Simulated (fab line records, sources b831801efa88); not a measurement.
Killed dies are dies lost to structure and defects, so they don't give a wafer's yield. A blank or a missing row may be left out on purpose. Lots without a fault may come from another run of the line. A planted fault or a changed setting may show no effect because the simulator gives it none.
A struck lot beside a sound one | flow sky130 | 15 steps out of a route of 708
Sound: wafers L413.3, L413.4, L413.5. Struck: wafers L432.2, L432.3, L432.4. The cause comes at the end.
At each step with rows: each side's tool, then ch and its chambers, then its first start. Under that, the readings that differ: sound wafers | struck wafers | difference of the means | sigmas: that difference in standard deviations of wafers without a fault.
alike: readings whose means differ by less than 2 such deviations, and words and numbers that are the same on both sides. not compared: withheld readings, readings that some wafer has no value for, bounds like >300 that may hide the same value, and numbers for which the record gives no deviation and whose values overlap.
The two part at a step that has a row with sigmas, a row that says differs or no value, or rows on one side only. Numbers that don't overlap but have no deviation are shown without sigmas and don't part them. A reading that every wafer of one side lacks parts them only if that side has two wafers or more.

first, 4 steps without rows for these wafers: SKY_FIELD_ISO_CLEAN_19 (cleans in SC1/SC2, time 150 s); SKY_FIELD_ISO_CLEAN_20 (cleans in dHF, time 20 s); SKY_FIELD_ISO_WET_ETCH_21 (etches SiO2 in dHF, target depth 20 nm, time 400 s); SKY_FIELD_ISO_OXIDATION_22 (stabilise 600 s, purge 300 s, target thk 10 nm).
SKY_FIELD_ISO_THK_MEAS_23:
  sound on film_metro-02, day 2 20:01; struck on film_metro-04, day 6 21:02
  alike: FIELD_ISO_OXIDATION_01_THK
then, 1 step without rows for these wafers: SKY_FIELD_ISO_CVD_24 (deposits SiO2, target thk 595 nm, time 99.2 s).
SKY_FIELD_ISO_THK_MEAS_25:
  sound on film_metro-04, day 2 20:08; struck on film_metro-01, day 6 21:10
  alike: FIELD_ISO_CVD_24_THK
then, 1 step without rows for these wafers: SKY_FIELD_ISO_ANNEAL_26 (time 1800 s).
SKY_FIELD_ISO_CMP_27: polishes, stops on Si3N4, t overpolish 16 s, target thk 457.8 nm.
  sound on cmp-01 ch 0,3, day 2 21:44; struck on cmp-01 ch 0,2,3, day 6 22:43
  reading                    | sound             | struck            | difference | sigmas
  slurry_filter_dp_kPa (kPa) | 13.65 13.57 13.58 | 13.32 13.21 13.31 | -0.32      | -2
  alike: motor_current_A, overpolish_run_s, time_to_endpoint_s
then, 3 steps without rows for these wafers: SKY_FIELD_ISO_WET_ETCH_28 (etches SiO2 in dHF, target depth 23.7 nm, time 47 s); SKY_FIELD_ISO_WET_ETCH_29 (etches Si3N4 in H3PO4, target depth 160 nm, time 1825 s); SKY_FIELD_ISO_WET_ETCH_30 (etches SiO2 in dHF, target depth 25 nm, time 50 s).
SKY_NWELL_CLEAN_00: cleans in SC1/SC2, time 150 s.
  sound on wet_bench-04 ch 0, day 2 23:15; struck on wet_bench-04 ch 0, day 6 23:35
  no value came back on the struck wafers for bath_guard_temp_C (C), bath_heat_duty_pct (%), temp_c (C); on the sound wafers bath_guard_temp_C (C) reads 69.6 69.7 69.7
then, 1 step without rows for these wafers: SKY_NWELL_OXIDATION_01 (stabilise 600 s, purge 300 s, target thk 10 nm).
SKY_PAD_OPEN_PROBE_99:
  the record has rows for the sound wafers here (prober-01, day 46 13:22) and none for the struck ones

WHERE THEY PART
First at SKY_FIELD_ISO_CMP_27; last, within this record, at SKY_PAD_OPEN_PROBE_99.

WHY: what the simulator had put in
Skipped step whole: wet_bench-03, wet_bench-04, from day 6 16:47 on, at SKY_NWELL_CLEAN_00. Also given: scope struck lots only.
